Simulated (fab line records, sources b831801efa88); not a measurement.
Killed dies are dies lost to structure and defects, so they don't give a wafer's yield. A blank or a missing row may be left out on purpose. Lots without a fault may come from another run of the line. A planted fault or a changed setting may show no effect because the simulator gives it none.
Problem report in the 8D (eight disciplines) form, filled by code | flow sky130 | the parts of the form that need people (team, actions taken, sign-off) are left out

1. THE PROBLEM
VT_ADJUST_LVTN_2_TW at SKY_VT_ADJUST_LVTN_TW_MEAS_21 reads a mean of 30.2 on 3 wafers of 1 lot; wafers without a fault read 189.2 with a standard deviation of 0.97. That is -99 or more standard deviations from the usual mean.
First seen on wafer L169.4, day 10 19:43, on film_metro-03. The record holds 39 wafers of 13 lots with a number at this step. Rule for "out", or "out of limits": more than 4 standard deviations from the usual mean. The other wafers with a number count as sound.

2. WHAT IT IS AND WHAT IT IS NOT
question                    | is                     | is not
which readings at this step | VT_ADJUST_LVTN_2_TW    | -
which lots                  | L169                   | L159, L162, L163, L164, L165, L166, L167, L170, L172, L173, L180, L181
which wafers of those lots  | all that have a number | -
read on which gauges        | film_metro-03          | film_metro-01, film_metro-04
when                        | from day 10 19:43      | up to then (21 sound wafers); but 15 sound wafers of L170, L172, L173, L180, L181 came after

3. SUSPECTS, AND WHAT RULES EACH OUT
Counting: a tool at a process step up to the reading stays a suspect if it ran every lot that is out and no sound lot after the first of them.
- the gauge at SKY_VT_ADJUST_LVTN_TW_MEAS_21: ruled out. All the wafers that are out were read on film_metro-03, but those of them that SKY_VT_ADJUST_LVTN_STRIP_09 has rows for are out there too, on other tools.
- plasma_asher-01 at SKY_VT_ADJUST_LVTN_STRIP_09 (strips in O2/N2): kept. It ran the lot that is out, L169 (day 9 20:35), and no sound lot after that; its last sound lot up to then is L167 (day 9 16:50). Its own readings are out on those wafers: oes_product_au.
- plasma_asher-02 at SKY_VT_ADJUST_LVTN_STRIP_20 (strips in O2/N2): ruled out as a lasting fault. Sound lots L172, L180, L181 ran on it after its first lot that is out, L169 (day 10 19:38).
Left after counting: plasma_asher-01 at SKY_VT_ADJUST_LVTN_STRIP_09.

4. THE CAUSE (what the simulator had put in)
Strip aborted: plasma_asher-01, from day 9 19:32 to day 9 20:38, at SKY_VT_ADJUST_LVTN_STRIP_09. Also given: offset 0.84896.
Counting left only this tool.

5. THE CHAIN OF EFFECTS, in route order
Each row: a reading whose mean over the struck wafers that have a number lies more than 3 standard deviations from the usual. Only readings for which the record gives a usual standard deviation are gone through. hours: the time from each lot's start at the first step in this table that gives one to its start at this step, as a median over the lots. sigmas: the change in usual standard deviations.
hours | step                          | reading                  | usual      | on struck wafers | change | sigmas
0     | SKY_VT_ADJUST_LVTN_STRIP_09   | oes_product_au           | 0.722 a.u. | 0.916            | +0.194 | +44
23    | SKY_VT_ADJUST_LVTN_STRIP_20   | strip_time_to_endpoint_s | 14.17 s    | 42.77            | +28.60 | +99 or more
23    | SKY_VT_ADJUST_LVTN_TW_MEAS_21 | VT_ADJUST_LVTN_2_TW      | 189.2      | 30.2             | -159.0 | -99 or more
The process steps in it:
- SKY_VT_ADJUST_LVTN_STRIP_09: strips in O2/N2.
- SKY_VT_ADJUST_LVTN_STRIP_20: strips in O2/N2.
Readings that are blank on the struck wafers while sound wafers have them: strip_time_to_endpoint_s at SKY_VT_ADJUST_LVTN_STRIP_09.

6. WHAT WOULD HAVE CAUGHT IT SOONER
In this record the first reading out of limits at a measuring or inspecting step was taken at day 10 19:43, 24 hours after the fault began at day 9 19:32.
The tool's own readings at SKY_VT_ADJUST_LVTN_STRIP_09 were out on every struck wafer that the step has a row for (oes_product_au): an alarm limit on them would have fired on the first of those.
All the lots that are out (1) had begun SKY_VT_ADJUST_LVTN_STRIP_09 on plasma_asher-01 by day 10 19:43. A hold on the tool at that time would have spared none of them.
